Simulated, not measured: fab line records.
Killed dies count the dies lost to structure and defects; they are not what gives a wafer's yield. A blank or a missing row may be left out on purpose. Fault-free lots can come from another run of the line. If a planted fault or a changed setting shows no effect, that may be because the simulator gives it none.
One fault seen from 2 desks :: flow sky130 :: numbers are kept per desk, each desk with only its own; the story behind them comes last

## FOR THE TOOL OWNER'S DESK: rie-metal-01
The tool's own readings at SKY_METAL1_ETCH_18 (etches BARC in N2/H2, stops on SiO2, time 45.9 s, target depth 60 nm): means of the sampled wafers that have a number, for each lot that ran on this tool. Marked OUT: a lot whose mean sits more than 4 standard deviations from the usual mean, which makes it out of limits; the brackets give that distance.
Columns: A = bias-w at SKY_METAL1_ETCH_18, usual 100.02 W; B = chamber-pressure-mTorr at SKY_METAL1_ETCH_18, usual 30.005 mTorr; C = drypump-motor-current-A at SKY_METAL1_ETCH_18, usual 5.8 A; D = h2-flow-sccm at SKY_METAL1_ETCH_18, usual 200.0 sccm; E = he-backside-leak-sccm at SKY_METAL1_ETCH_18, usual 3.46 sccm; F = oes-product-au at SKY_METAL1_ETCH_18, usual 0.854 a.u.; G = throttle-valve-pct at SKY_METAL1_ETCH_18, usual 13.225 %
lot: L133
first seen here: day 38 08:52
A: 100.22
B: 30.019
C: 5.8
D: 200.4
E: 3.43
F: 0.855
G: 13.227

lot: L136
first seen here: day 38 10:14
A: 100.07
B: 29.992
C: 5.8
D: 199.4
E: 3.50
F: 0.859
G: 13.229

lot: L137
first seen here: day 38 18:55
A: 100.13
B: 30.001
C: 5.8
D: 199.9
E: 3.48
F: 0.856
G: 13.220

lot: L139
first seen here: day 40 04:40
A: 100.15
B: 30.009
C: 5.8
D: 200.0
E: 3.43
F: 0.851
G: 13.223
Finding of this desk: none of the 4 lots has anything out of limits.

## THE METROLOGY DESK
Means of the sampled wafers that have a number, per lot and without regard to the tool the lot ran on: this is what the gauges read. Marked OUT: a lot whose mean sits more than 4 standard deviations from the usual mean, which makes it out of limits; the brackets give that distance.
Columns: A = cd-nm at SKY_METAL1_CD_MEAS_15, usual 140.3 nm
lot: L129
first seen here: day 36 00:17
A: 140.4

lot: L130
first seen here: day 36 09:25
A: 141.8

lot: L131
first seen here: day 36 18:56
A: 141.2

lot: L132
first seen here: day 36 23:37
A: 138.9

lot: L133
first seen here: day 38 08:43
A: 138.3

lot: L136
first seen here: day 38 10:05
A: 141.4

lot: L137
first seen here: day 38 18:43
A: 143.5

lot: L138
first seen here: day 39 11:31
A: 140.9

lot: L139
first seen here: day 40 04:29
A: 142.0
Finding of this desk: none of the 9 lots has anything out of limits.

## BROUGHT TOGETHER
The desk of the tool owner found nothing out of limits.
The metrology desk saw nothing out of limits.

## WHAT THE SIMULATOR PUT IN
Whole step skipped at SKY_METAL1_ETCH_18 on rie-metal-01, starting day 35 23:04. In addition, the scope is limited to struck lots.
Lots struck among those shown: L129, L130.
